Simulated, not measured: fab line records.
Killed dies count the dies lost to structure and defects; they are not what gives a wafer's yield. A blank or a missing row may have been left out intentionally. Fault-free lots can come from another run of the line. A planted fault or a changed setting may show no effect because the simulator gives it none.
A sampling plan put to the test + flow gf180mcu + one line in one fab, 53 faults in these records, each fault weighed on the records of the lots it struck
What counts as the plan is the set of the line's own looks, namely the steps on the route at which a gauge or an inspection reads a wafer and does not change it. Where struck wafers have a number at a look and the file lists that look's usual mean and standard deviation on fault-free wafers, the look can be judged. Caught: 4 or more of those standard deviations (sigma) separate the usual mean from the mean of the struck wafers at a look after the fault's first step. On the tool: the fault's steps, tested the same way using the tool's own readings. A different recipe on the struck wafers counts as caught too, as does a record blank only for those wafers.

THE FAULTS, as the simulator had put them in
1. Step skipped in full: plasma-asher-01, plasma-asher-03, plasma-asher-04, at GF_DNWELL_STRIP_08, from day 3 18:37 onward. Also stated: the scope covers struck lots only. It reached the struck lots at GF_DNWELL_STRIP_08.
2. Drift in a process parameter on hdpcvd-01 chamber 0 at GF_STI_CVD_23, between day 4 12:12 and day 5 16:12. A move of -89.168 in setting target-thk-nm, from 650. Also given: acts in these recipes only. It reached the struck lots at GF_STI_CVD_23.
3. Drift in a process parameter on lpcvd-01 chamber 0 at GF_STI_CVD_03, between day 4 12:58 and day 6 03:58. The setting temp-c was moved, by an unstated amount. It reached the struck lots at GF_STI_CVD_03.
4. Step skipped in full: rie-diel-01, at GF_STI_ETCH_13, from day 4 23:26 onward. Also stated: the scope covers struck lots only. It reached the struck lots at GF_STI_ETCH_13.
5. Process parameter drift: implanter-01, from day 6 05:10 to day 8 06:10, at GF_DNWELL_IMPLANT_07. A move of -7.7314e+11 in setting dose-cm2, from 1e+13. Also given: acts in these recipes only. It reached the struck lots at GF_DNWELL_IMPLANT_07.
6. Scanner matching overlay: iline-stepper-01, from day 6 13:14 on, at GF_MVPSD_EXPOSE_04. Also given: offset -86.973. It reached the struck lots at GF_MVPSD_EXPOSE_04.
7. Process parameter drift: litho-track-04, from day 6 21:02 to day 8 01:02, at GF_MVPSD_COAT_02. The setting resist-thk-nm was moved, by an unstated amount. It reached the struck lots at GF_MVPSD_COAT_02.
8. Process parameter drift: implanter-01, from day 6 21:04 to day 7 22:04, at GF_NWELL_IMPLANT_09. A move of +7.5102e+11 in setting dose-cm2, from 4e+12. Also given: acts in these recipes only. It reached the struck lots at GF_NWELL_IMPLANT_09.
9. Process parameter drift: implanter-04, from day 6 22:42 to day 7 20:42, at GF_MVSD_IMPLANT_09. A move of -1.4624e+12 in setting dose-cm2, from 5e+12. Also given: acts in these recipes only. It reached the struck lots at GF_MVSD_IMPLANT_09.
10. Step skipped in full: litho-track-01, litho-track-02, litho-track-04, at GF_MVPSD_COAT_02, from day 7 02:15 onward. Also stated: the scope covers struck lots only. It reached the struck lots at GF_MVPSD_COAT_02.
11. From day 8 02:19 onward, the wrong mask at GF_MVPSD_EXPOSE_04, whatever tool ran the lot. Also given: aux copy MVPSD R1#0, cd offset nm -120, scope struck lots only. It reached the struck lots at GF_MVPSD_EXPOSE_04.
12. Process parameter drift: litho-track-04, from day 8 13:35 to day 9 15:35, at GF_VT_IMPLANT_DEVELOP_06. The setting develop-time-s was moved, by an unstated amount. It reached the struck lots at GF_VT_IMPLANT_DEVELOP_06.
13. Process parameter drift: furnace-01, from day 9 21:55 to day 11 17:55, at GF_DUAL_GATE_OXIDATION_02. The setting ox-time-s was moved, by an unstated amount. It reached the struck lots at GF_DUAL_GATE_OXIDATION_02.
14. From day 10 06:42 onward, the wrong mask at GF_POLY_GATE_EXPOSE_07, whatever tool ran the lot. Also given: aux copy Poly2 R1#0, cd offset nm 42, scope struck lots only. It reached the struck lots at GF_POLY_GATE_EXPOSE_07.
15. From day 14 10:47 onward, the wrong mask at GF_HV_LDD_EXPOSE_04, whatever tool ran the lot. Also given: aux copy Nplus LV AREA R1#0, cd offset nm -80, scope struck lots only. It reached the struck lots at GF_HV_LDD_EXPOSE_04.
16. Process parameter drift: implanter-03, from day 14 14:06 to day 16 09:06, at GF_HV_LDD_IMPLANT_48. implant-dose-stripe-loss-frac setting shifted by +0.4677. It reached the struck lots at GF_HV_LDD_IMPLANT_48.
17. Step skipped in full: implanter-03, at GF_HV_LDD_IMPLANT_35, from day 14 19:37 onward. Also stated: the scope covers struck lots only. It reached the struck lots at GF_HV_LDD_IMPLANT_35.
18. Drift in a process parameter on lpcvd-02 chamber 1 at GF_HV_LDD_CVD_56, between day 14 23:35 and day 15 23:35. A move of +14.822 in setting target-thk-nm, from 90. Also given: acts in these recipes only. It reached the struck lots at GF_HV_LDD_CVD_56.
19. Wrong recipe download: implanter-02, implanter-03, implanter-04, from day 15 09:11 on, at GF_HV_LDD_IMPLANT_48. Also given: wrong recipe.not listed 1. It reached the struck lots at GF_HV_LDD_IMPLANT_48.
20. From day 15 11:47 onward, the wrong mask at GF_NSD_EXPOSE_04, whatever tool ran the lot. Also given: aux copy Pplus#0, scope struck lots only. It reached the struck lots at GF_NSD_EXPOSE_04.
21. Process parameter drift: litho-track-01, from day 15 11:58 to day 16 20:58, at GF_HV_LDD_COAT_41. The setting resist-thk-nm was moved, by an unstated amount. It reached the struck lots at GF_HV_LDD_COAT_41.
22. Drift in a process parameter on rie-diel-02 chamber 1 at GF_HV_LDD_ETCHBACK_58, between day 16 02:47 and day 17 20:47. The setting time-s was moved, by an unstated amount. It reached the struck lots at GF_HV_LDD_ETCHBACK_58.
23. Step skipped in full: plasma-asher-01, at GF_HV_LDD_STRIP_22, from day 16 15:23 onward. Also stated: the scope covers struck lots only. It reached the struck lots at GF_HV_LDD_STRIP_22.
24. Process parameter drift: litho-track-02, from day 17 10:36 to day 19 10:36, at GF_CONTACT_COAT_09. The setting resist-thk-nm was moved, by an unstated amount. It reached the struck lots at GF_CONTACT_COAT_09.
25. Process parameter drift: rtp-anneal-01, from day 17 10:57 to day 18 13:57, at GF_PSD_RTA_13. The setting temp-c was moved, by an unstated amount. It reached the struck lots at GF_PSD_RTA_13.
26. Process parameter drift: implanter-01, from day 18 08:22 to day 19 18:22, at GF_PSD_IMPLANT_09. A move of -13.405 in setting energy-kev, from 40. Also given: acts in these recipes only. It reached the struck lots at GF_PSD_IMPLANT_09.
27. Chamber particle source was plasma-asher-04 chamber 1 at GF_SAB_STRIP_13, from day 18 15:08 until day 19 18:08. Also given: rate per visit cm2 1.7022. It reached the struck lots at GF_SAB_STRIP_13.
28. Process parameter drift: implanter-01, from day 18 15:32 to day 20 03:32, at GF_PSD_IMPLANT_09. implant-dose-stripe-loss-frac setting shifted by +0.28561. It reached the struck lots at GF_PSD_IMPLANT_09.
29. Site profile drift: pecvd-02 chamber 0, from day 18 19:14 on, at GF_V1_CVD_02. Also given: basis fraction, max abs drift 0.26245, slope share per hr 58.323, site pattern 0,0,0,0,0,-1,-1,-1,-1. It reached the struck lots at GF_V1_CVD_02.
30. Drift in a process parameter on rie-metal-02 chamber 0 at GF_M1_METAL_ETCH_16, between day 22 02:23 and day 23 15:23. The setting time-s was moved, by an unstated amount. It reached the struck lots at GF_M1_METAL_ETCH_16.
31. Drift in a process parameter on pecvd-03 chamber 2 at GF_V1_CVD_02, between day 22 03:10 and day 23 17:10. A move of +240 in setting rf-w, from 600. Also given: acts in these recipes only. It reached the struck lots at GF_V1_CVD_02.
32. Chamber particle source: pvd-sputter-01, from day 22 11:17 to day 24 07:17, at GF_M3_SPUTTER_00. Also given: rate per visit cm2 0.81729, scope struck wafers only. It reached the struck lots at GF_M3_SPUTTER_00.
33. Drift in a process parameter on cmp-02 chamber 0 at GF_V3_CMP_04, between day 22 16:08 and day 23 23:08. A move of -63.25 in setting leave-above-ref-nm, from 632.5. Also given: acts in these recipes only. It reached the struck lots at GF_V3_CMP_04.
34. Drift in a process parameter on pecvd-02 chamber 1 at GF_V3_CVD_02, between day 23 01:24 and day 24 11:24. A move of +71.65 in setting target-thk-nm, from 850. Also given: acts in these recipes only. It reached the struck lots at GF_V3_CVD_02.
35. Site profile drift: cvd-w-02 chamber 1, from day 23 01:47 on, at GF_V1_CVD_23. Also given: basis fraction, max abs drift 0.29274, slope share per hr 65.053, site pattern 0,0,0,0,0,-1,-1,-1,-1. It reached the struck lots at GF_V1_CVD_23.
36. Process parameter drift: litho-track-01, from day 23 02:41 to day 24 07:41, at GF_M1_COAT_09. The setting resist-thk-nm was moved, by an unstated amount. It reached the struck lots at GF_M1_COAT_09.
37. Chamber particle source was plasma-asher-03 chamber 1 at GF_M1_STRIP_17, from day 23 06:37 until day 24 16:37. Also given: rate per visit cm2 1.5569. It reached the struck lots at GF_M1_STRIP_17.
38. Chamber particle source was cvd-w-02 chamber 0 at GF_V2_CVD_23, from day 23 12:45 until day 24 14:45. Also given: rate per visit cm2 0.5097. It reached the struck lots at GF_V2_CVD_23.
39. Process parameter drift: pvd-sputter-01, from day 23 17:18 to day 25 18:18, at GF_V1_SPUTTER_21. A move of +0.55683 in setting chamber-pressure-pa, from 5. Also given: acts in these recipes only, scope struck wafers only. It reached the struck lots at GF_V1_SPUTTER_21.
40. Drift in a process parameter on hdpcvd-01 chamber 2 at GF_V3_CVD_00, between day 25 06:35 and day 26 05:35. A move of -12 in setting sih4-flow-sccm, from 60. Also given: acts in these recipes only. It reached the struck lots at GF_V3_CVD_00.
41. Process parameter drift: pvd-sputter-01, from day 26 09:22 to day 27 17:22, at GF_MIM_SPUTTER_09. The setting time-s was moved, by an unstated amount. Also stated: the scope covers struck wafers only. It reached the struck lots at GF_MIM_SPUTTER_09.
42. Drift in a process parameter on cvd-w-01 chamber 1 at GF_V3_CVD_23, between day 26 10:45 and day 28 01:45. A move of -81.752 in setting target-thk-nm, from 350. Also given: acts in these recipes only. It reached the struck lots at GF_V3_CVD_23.
43. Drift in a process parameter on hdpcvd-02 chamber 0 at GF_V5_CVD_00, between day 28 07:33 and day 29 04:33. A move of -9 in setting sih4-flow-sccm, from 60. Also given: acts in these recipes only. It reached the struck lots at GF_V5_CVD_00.
44. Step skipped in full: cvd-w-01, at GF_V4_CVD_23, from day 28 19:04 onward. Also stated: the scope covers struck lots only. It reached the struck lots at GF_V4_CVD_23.
45. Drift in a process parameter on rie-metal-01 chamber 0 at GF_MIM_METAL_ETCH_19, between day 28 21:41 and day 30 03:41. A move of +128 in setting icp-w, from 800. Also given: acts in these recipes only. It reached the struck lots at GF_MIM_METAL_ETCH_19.
46. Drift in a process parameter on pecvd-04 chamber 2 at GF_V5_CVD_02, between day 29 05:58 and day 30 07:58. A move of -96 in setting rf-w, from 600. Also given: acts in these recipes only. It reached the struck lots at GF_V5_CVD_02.
47. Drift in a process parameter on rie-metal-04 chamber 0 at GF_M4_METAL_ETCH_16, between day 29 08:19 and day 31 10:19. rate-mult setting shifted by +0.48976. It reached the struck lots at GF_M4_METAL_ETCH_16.
48. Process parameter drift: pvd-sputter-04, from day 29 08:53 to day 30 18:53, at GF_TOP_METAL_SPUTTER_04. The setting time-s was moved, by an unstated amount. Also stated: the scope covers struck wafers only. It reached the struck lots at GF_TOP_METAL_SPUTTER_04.
49. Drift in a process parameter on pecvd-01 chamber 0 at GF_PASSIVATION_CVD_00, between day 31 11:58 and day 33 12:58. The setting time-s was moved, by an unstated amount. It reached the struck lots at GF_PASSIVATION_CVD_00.
50. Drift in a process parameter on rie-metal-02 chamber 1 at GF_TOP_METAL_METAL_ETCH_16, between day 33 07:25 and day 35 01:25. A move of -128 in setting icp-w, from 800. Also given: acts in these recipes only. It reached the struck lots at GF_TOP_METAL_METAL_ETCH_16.
51. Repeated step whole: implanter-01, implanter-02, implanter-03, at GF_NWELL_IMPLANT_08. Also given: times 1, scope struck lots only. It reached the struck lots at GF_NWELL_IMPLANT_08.
52. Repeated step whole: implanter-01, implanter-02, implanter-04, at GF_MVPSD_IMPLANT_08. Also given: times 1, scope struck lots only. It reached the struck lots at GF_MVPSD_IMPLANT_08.
53. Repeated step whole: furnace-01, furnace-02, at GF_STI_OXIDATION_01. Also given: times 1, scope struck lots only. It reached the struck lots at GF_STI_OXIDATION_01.

WHAT THE PLAN SAW
| fault | on the tool itself                               | first look that catches it                      | reading, sigma                                      | median hours from its first step to that look | hours from the fault's start to the first struck lot there | judged looks passed uncaught |
|-------|--------------------------------------------------|-------------------------------------------------|-----------------------------------------------------|-----------------------------------------------|------------------------------------------------------------|------------------------------|
| 1     | the tool's record is blank for the struck wafers | GF_NWELL_TW_MEAS_11                             | NWELL_TW -99 or beyond                              | 13.7                                          | 17                                                         | 0                            |
| 2     | no reading that can be judged                    | GF_STI_THK_MEAS_24                              | STI_CVD_23_THK -12                                  | 0.1                                           | 6                                                          | 0                            |
| 3     | susceptor-temp-C +99 or beyond sigma             | GF_STI_THK_MEAS_04                              | STI_CVD_03_THK +62                                  | 2.0                                           | 9                                                          | 0                            |
| 4     | the tool's record is blank for the struck wafers | no look after it can be judged                  | -                                                   | -                                             | -                                                          | 0                            |
| 5     | dose-ions-cm2 -77 sigma                          | GF_DNWELL_TW_MEAS_09                            | DNWELL_TW -5.2                                      | 0.2                                           | 4                                                          | 0                            |
| 6     | no reading that can be judged                    | GF_MVPSD_OVL_MEAS_07                            | MVPSD_OVL -51                                       | 7.5                                           | 13                                                         | 0                            |
| 7     | no reading that can be judged                    | not the one look that can be judged after it    | -                                                   | -                                             | -                                                          | 1                            |
| 8     | dose-ions-cm2 +99 or beyond sigma                | GF_VT_IMPLANT_RS_MEAS_47                        | NWELL_RS -9.0                                       | 123.4                                         | 125                                                        | 1                            |
| 9     | dose-ions-cm2 -99 or beyond sigma                | GF_VT_IMPLANT_RS_MEAS_46                        | MVSD_RS +20                                         | 85.7                                          | 98                                                         | 1                            |
| 10    | the tool's record is blank for the struck wafers | GF_VT_IMPLANT_TW_MEAS_10                        | VT_IMPLANT_TW +40                                   | 24.6                                          | 27                                                         | 0                            |
| 11    | no reading that can be judged                    | no look after it can be judged                  | -                                                   | -                                             | -                                                          | 0                            |
| 12    | under 2 sigma                                    | none of the 6 looks that can be judged after it | -                                                   | -                                             | -                                                          | 6                            |
| 13    | under 2 sigma                                    | GF_DUAL_GATE_THK_MEAS_03                        | DUAL_GATE_OXIDATION_00_THK +38                      | 1.5                                           | 22                                                         | 0                            |
| 14    | under 2 sigma                                    | GF_POLY_GATE_CD_MEAS_10                         | cd-nm +39                                           | 8.3                                           | 12                                                         | 0                            |
| 15    | under 2 sigma                                    | GF_HV_LDD_CD_MEAS_07                            | cd-nm -31                                           | 10.5                                          | 12                                                         | 0                            |
| 16    | under 2 sigma                                    | GF_HV_LDD_TW_MEAS_50                            | HV_LDD_4_TW -15                                     | 0.2                                           | 11                                                         | 0                            |
| 17    | the tool's record is blank for the struck wafers | GF_HV_LDD_TW_MEAS_38                            | HV_LDD_3_TW -13                                     | 1.8                                           | 3                                                          | 0                            |
| 18    | under 2 sigma                                    | GF_HV_LDD_THK_MEAS_57                           | HV_LDD_CVD_56_THK +16                               | 1.5                                           | 6                                                          | 0                            |
| 19    | no reading that can be judged                    | GF_HV_LDD_TW_MEAS_50                            | HV_LDD_4_TW +87                                     | 0.2                                           | 8                                                          | 0                            |
| 20    | no reading that can be judged                    | GF_NSD_TW_MEAS_12                               | NSD_TW -99 or beyond                                | 11.5                                          | 16                                                         | 0                            |
| 21    | no reading that can be judged                    | none of the 2 looks that can be judged after it | strongest: cd-nm at GF_HV_LDD_CD_MEAS_46, -3.1      | -                                             | -                                                          | 2                            |
| 22    | run-length-s -99 or beyond sigma                 | no look after it can be judged                  | -                                                   | -                                             | -                                                          | 0                            |
| 23    | the tool's record is blank for the struck wafers | GF_HV_LDD_TW_MEAS_38                            | HV_LDD_3_TW -99 or beyond                           | 23.5                                          | 25                                                         | 0                            |
| 24    | no reading that can be judged                    | not the one look that can be judged after it    | strongest: cd-nm at GF_CONTACT_CD_MEAS_14, -2.5     | -                                             | -                                                          | 1                            |
| 25    | under 2 sigma                                    | GF_PSD_RS_MEAS_14                               | NSD_RS -26                                          | 0.1                                           | 9                                                          | 0                            |
| 26    | beam-energy-keV -99 or beyond sigma              | GF_PSD_TW_MEAS_11                               | PSD_TW -14                                          | 0.2                                           | 5                                                          | 0                            |
| 27    | under 2 sigma                                    | not the one look that can be judged after it    | -                                                   | -                                             | -                                                          | 1                            |
| 28    | no reading that can be judged                    | GF_PSD_TW_MEAS_11                               | PSD_TW -5.8                                         | 0.2                                           | 3                                                          | 0                            |
| 29    | under 2 sigma                                    | GF_V1_THK_MEAS_03                               | V1_CVD_02_THK -7.7                                  | 0.1                                           | 7                                                          | 0                            |
| 30    | run-length-s +29 sigma                           | no look after it can be judged                  | -                                                   | -                                             | -                                                          | 0                            |
| 31    | rf-fwd-power-W +99 or beyond sigma               | GF_V1_THK_MEAS_03                               | V1_CVD_02_THK +5.9                                  | 0.1                                           | 6                                                          | 0                            |
| 32    | under 2 sigma                                    | not the one look that can be judged after it    | -                                                   | -                                             | -                                                          | 1                            |
| 33    | only faintly: time-to-endpoint-s +2.7 sigma      | not the one look that can be judged after it    | -                                                   | -                                             | -                                                          | 1                            |
| 34    | under 2 sigma                                    | GF_V3_THK_MEAS_03                               | V3_CVD_02_THK +5.0                                  | 0.1                                           | 7                                                          | 0                            |
| 35    | under 2 sigma                                    | GF_V1_RS_MEAS_24                                | V1_W_RS +14                                         | 0.1                                           | 7                                                          | 0                            |
| 36    | under 2 sigma                                    | not the one look that can be judged after it    | -                                                   | -                                             | -                                                          | 1                            |
| 37    | under 2 sigma                                    | none of the 2 looks that can be judged after it | -                                                   | -                                             | -                                                          | 2                            |
| 38    | under 2 sigma                                    | no look after it can be judged                  | -                                                   | -                                             | -                                                          | 0                            |
| 39    | chamber-pressure-pa +59 sigma                    | no look after it can be judged                  | -                                                   | -                                             | -                                                          | 0                            |
| 40    | sih4-flow-sccm -69 sigma                         | GF_V3_THK_MEAS_01                               | V3_CVD_00_THK -14                                   | 0.1                                           | 12                                                         | 0                            |
| 41    | under 2 sigma                                    | none of the 4 looks that can be judged after it | -                                                   | -                                             | -                                                          | 4                            |
| 42    | under 2 sigma                                    | GF_V3_RS_MEAS_24                                | V3_W_RS +25                                         | 0.1                                           | 8                                                          | 0                            |
| 43    | sih4-flow-sccm -48 sigma                         | GF_V5_THK_MEAS_01                               | V5_CVD_00_THK -14                                   | 0.0                                           | 7                                                          | 0                            |
| 44    | the tool's record is blank for the struck wafers | GF_V4_RS_MEAS_24                                | V4_W_RS +99 or beyond                               | 0.1                                           | 5                                                          | 0                            |
| 45    | rf-fwd-power-W +47 sigma                         | not the one look that can be judged after it    | -                                                   | -                                             | -                                                          | 1                            |
| 46    | rf-fwd-power-W -52 sigma                         | not the one look that can be judged after it    | strongest: V5_CVD_02_THK at GF_V5_THK_MEAS_03, -3.5 | -                                             | -                                                          | 1                            |
| 47    | under 2 sigma                                    | not the one look that can be judged after it    | -                                                   | -                                             | -                                                          | 1                            |
| 48    | under 2 sigma                                    | none of the 4 looks that can be judged after it | -                                                   | -                                             | -                                                          | 4                            |
| 49    | run-length-s +85 sigma                           | GF_PASSIVATION_THK_MEAS_01                      | PASSIVATION_CVD_00_THK +29                          | 0.1                                           | 9                                                          | 0                            |
| 50    | rf-fwd-power-W -48 sigma                         | no look after it can be judged                  | -                                                   | -                                             | -                                                          | 0                            |
| 51    | under 2 sigma                                    | GF_NWELL_TW_MEAS_11                             | NWELL_TW +32                                        | 0.7                                           | -                                                          | 0                            |
| 52    | no reading that can be judged                    | GF_MVPSD_TW_MEAS_11                             | MVPSD_TW +35                                        | 0.7                                           | -                                                          | 0                            |
| 53    | under 2 sigma                                    | GF_STI_THK_MEAS_02                              | STI_OXIDATION_THK +29                               | 3.0                                           | -                                                          | 0                            |
A dash: this means the fault isn't caught or the number doesn't appear in these records.

Caught at a look: 32 of 53. Caught on the tool: 21 of 53. By one or the other: 39 of 53.
Faults 4, 22, 30, 39, 45, 46, 50 were caught on the tool alone.
Caught at a look alone: faults 2, 6, 13, 14, 15, 16, 18, 19, 20, 25, 28, 29, 34, 35, 42, 51, 52, 53.
Caught by neither: faults 7, 11, 12, 21, 24, 27, 32, 33, 36, 37, 38, 41, 47, 48.

THINNER SAMPLING
If the look that catches a fault measured only every second or every third lot, by lot number, the first struck lot would be measured this late in the worst case:
| fault | struck lots at that look, in order of time | every lot | every second lot | every third lot |
|-------|--------------------------------------------|-----------|------------------|-----------------|
| 1     | L155, L156, L157                           | 17 h      | 24 h             | 27 h            |
| 2     | L671                                       | 6 h       | may miss it      | may miss it     |
| 3     | L947, L950                                 | 9 h       | 24 h             | may miss all 2  |
| 5     | L790, L792                                 | 4 h       | may miss all 2   | may miss all 2  |
| 6     | L755, L758                                 | 13 h      | 33 h             | may miss all 2  |
| 8     | L304, L308                                 | 125 h     | may miss all 2   | may miss all 2  |
| 9     | L559, L560                                 | 98 h      | 102 h            | may miss all 2  |
| 10    | L682, L683, L684                           | 27 h      | 36 h             | 41 h            |
| 13    | L368, L370                                 | 22 h      | may miss all 2   | may miss all 2  |
| 14    | L824                                       | 12 h      | may miss it      | may miss it     |
| 15    | L635                                       | 12 h      | may miss it      | may miss it     |
| 16    | L618, L621                                 | 11 h      | 37 h             | may miss all 2  |
| 17    | L560, L562                                 | 3 h       | may miss all 2   | may miss all 2  |
| 18    | L346, L348                                 | 6 h       | may miss all 2   | may miss all 2  |
| 19    | L987, L986, L988, L989                     | 8 h       | 12 h             | 18 h            |
| 20    | L474                                       | 16 h      | may miss it      | may miss it     |
| 23    | L278, L279                                 | 25 h      | 33 h             | may miss all 2  |
| 25    | L810, L812                                 | 9 h       | may miss all 2   | may miss all 2  |
| 26    | L219, L220                                 | 5 h       | 10 h             | may miss all 2  |
| 28    | L154, L156                                 | 3 h       | may miss all 2   | may miss all 2  |
| 29    | L593, L595, L599, L600                     | 7 h       | 71 h             | 71 h            |
| 31    | L900, L903                                 | 6 h       | 33 h             | may miss all 2  |
| 34    | L381, L383                                 | 7 h       | may miss all 2   | may miss all 2  |
| 35    | L501, L502, L503, L504                     | 7 h       | 20 h             | 24 h            |
| 40    | L476                                       | 12 h      | may miss it      | may miss it     |
| 42    | L746, L749                                 | 8 h       | 34 h             | may miss all 2  |
| 43    | L927, L928                                 | 7 h       | 15 h             | may miss all 2  |
| 44    | L102, L103                                 | 5 h       | 14 h             | may miss all 2  |
| 49    | L926                                       | 9 h       | may miss it      | may miss it     |
Hours count from the start of the fault until the first struck lot that is measured. Since the struck wafers were tested as one group against 4 sigma, a single lot by itself may lie under the limit. Other struck lots may not be in these records.

THE LONGEST TIMED WAY FROM STEP TO LOOK
Fault 8: median gap of 123.4 hours between GF_NWELL_IMPLANT_09 and GF_VT_IMPLANT_RS_MEAS_47. The look between them that can be judged stayed within 4 sigma: GF_MVSD_OVL_MEAS_07.
